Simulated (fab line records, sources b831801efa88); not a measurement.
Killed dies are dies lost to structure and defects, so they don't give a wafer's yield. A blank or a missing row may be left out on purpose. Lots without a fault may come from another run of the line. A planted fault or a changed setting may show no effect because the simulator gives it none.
A struck lot beside a sound one | flow sky130 | 26 steps out of a route of 708
Sound: wafers L486.4, L486.5, L486.6. Struck: wafer L492.4. (L492.1, L492.2 of the same lot were not struck and are left out.) The cause comes at the end.
At each step with rows: each side's tool, then ch and its chambers, then its first start. Under that, the readings that differ: sound wafers | struck wafers | difference of the means | sigmas: that difference in standard deviations of wafers without a fault.
alike: readings whose means differ by less than 2 such deviations, and words and numbers that are the same on both sides. not compared: withheld readings, readings that some wafer has no value for, bounds like >300 that may hide the same value, and numbers for which the record gives no deviation and whose values overlap.
The two part at a step that has a row with sigmas, a row that says differs or no value, or rows on one side only. Numbers that don't overlap but have no deviation are shown without sigmas and don't part them. A reading that every wafer of one side lacks parts them only if that side has two wafers or more.

first, 2 steps without rows for these wafers: SKY_VIA2_SPUTTER_20 (material TiN, target thk 20 nm, time 80 s); SKY_VIA2_CVD_21 (deposits W, target thk 420 nm, time 126.4 s).
SKY_VIA2_RS_MEAS_22: measures by four-point-probe.
  sound on film_metro-02, day 39 20:28; struck on film_metro-03, day 41 15:21
  alike: VIA2_W_RS
SKY_VIA2_THK_MEAS_23: measures by xrf.
  sound on film_metro-02, day 39 20:33; struck on film_metro-03, day 41 15:28
  alike: VIA2_W_THK
SKY_VIA2_CMP_24: polishes, stops on SiO2, t overpolish 20 s, target thk 0 nm.
  sound on cmp-01 ch 0,2,3, day 39 20:44; struck on cmp-02 ch 1, day 41 15:35
  alike: head_pressure_psi, motor_current_A, overpolish_run_s, time_to_endpoint_s
SKY_METAL3_SPUTTER_00: material Ti, target thk 15 nm, time 10 s.
  sound on pvd_sputter-01, day 39 20:53; struck on pvd_sputter-01, day 41 15:50
  alike: throttle_valve_pct
then, 1 step without rows for these wafers: SKY_METAL3_SPUTTER_01 (material TiN, target thk 20 nm, time 16.7 s).
SKY_METAL3_SPUTTER_02: material AlCu, target thk 735 nm, time 39.1 s.
  sound on pvd_sputter-01, day 39 20:56; struck on pvd_sputter-01, day 41 15:53
  alike: throttle_valve_pct
then, 2 steps without rows for these wafers: SKY_METAL3_SPUTTER_03 (material Ti, target thk 5 nm, time 3.3 s); SKY_METAL3_SPUTTER_04 (material TiN, target thk 70 nm, time 58.3 s).
SKY_CAPM_CVD_00: deposits SiO2, target thk 15.5 nm.
  sound on pecvd-01 ch 0,1,2, day 39 21:03; struck on pecvd-01 ch 1, day 41 15:59
  alike: heater_power_w
SKY_CAPM_THK_MEAS_01:
  sound on film_metro-02, day 39 21:05; struck on film_metro-02, day 41 16:01
  alike: CAPM_CVD_00_THK
SKY_CAPM_SPUTTER_02: material TiN, target thk 200 nm, time 174.4 s.
  sound on pvd_sputter-03, day 39 21:07; struck on pvd_sputter-03, day 41 16:04
  alike: throttle_valve_pct
SKY_CAPM_RS_MEAS_03: measures by four-point-probe.
  sound on film_metro-01, day 39 21:17; struck on film_metro-01, day 41 16:11
  reading              | sound          | struck | difference | sigmas
  CAPM_TIN_RS (ohm/sq) | 6.61 6.58 6.57 | 8.09   | +1.50      | +23
SKY_CAPM_THK_MEAS_04: measures by xrf.
  sound on film_metro-01, day 39 21:23; struck on film_metro-01, day 41 16:18
  reading           | sound             | struck | difference | sigmas
  CAPM_TIN_THK (nm) | 206.8 207.9 208.6 | 177.7  | -30.1      | -15
then, 7 steps without rows for these wafers: SKY_CAPM_DEHYDRATE_05 (time 60 s); SKY_CAPM_HMDS_06 (prime time 60 s); SKY_CAPM_COAT_07 (resist thk 1140 nm); SKY_CAPM_SOFTBAKE_08 (time 60 s); SKY_CAPM_EXPOSE_09 (exposes mask CAPM, target cd 1000 nm); SKY_CAPM_PEB_10; SKY_CAPM_DEVELOP_11 (develop time 60 s).
SKY_CAPM_OVL_MEAS_12:
  sound on overlay-01, day 40 21:10; struck on overlay-02, day 42 16:37
  reading       | sound       | struck | difference | sigmas
  CAPM_OVL (nm) | 3.0 3.1 3.2 | -0.1   | -3.2       | -2
SKY_CAPM_METAL_ETCH_13: etches TiN in Cl2/BCl3, stops on SiO2, target depth 220 nm, time 62.9 s.
  sound on rie_metal-02 ch 0,1, day 40 21:13; struck on rie_metal-04 ch 1, day 42 16:39
  reading                | sound                | struck | difference | sigmas
  mfc_cl2_sccm (sccm)    | 60.09 60.28 59.93    | 59.77  | -0.33      | -2
  oes_product_au (a.u.)  | 0.978 0.970 0.966    | 0.883  | -0.088     | -14
  throttle_valve_pct (%) | 21.876 21.874 21.885 | 21.941 | +0.063     | +6
  alike: drypump_motor_current_A
  not compared: rf_hours_counter_h
SKY_CAPM_STRIP_14: strips in O2/N2.
  sound on plasma_asher-01 ch 0,1, day 40 21:17; struck on plasma_asher-01 ch 1, day 42 16:44
  alike: drypump_motor_current_A, oes_product_au, strip_time_to_endpoint_s
  not compared: rf_hours_counter_h
-- the record jumps here: 7 days lie between the struck wafers' starts before and after (it left off in module CAPM and takes up again in module PAD_OPEN, whose first step shown is number 708 of the route) --
SKY_PAD_OPEN_PROBE_99:
  the record has rows for the struck wafers here (prober-02, day 50 02:58) and none for the sound ones

WHERE THEY PART
First at SKY_CAPM_RS_MEAS_03; last, within this record, at SKY_PAD_OPEN_PROBE_99.

WHY: what the simulator had put in
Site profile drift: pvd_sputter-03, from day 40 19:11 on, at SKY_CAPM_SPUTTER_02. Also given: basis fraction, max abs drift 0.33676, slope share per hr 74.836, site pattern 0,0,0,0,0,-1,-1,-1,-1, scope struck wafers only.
